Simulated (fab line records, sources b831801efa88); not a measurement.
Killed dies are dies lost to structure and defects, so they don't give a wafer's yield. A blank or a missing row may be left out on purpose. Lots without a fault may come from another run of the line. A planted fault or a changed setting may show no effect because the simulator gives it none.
Which tool did it? | flow gf180mcu | 12 lots, 36 wafers sampled, at 2 steps of a route of 602

WHAT THE GAUGES READ, wafer by wafer
GF_V1_OVL_MEAS_15.
lot  | measured     | on         | V1_OVL (nm)
L076 | day 18 22:23 | overlay-01 | 1 -2 1
L077 | day 19 02:42 | overlay-01 | 0 -4 8
L078 | day 20 03:13 | overlay-01 | 6 11 9
L081 | day 20 23:27 | overlay-02 | 1 2 14
L083 | day 21 23:24 | overlay-02 | 6 15 13
L085 | day 22 11:20 | overlay-02 | -12 -9 -12
L087 | day 23 02:47 | overlay-01 | 9 4 15
L089 | day 23 16:26 | overlay-01 | 10 5 1
L091 | day 24 09:10 | overlay-02 | -9 0 8
L093 | day 24 23:02 | overlay-02 | 5 1 9
L095 | day 25 16:29 | overlay-02 | 3 -2 2
L097 | day 26 04:41 | overlay-01 | 5 6 3

WHICH TOOL RAN EACH LOT (tool, then ch and the chambers of the sampled wafers, then the start)
lot  | GF_CONTACT_SPUTTER_23
L076 | pvd_sputter-01, day 16 20:53
L077 | pvd_sputter-03, day 17 00:59
L078 | pvd_sputter-01, day 18 00:35
L081 | pvd_sputter-01, day 18 20:53
L083 | pvd_sputter-01, day 19 21:09
L085 | pvd_sputter-04, day 20 10:06
L087 | pvd_sputter-04, day 21 01:11
L089 | pvd_sputter-03, day 21 15:14
L091 | pvd_sputter-01, day 22 09:43
L093 | pvd_sputter-04, day 23 00:02
L095 | pvd_sputter-01, day 23 17:20
L097 | pvd_sputter-04, day 24 07:36
- GF_CONTACT_SPUTTER_23: material TiN, target thk 10 nm, time 40 s.

THE ANSWER, worked out from the rows above alone
Rule: what is usual is taken from the lots themselves. Put in order of their means at a reading, lots are off if they are a third of the lots or fewer, leave a main group of 4 or more, and stand apart from it by a gap of 3 or more times the standard deviation of the main group's means; of several such gaps the widest counts. A main group whose means are all the same, to the digits that the tables above print for the reading, isn't used. A lot without any number at a reading at which 4 lots or more have one is off too. The other lots that the step has rows for count as sound.
No lot is off at any reading shown: from this, nothing can be told.

WHAT THE SIMULATOR HAD PUT IN
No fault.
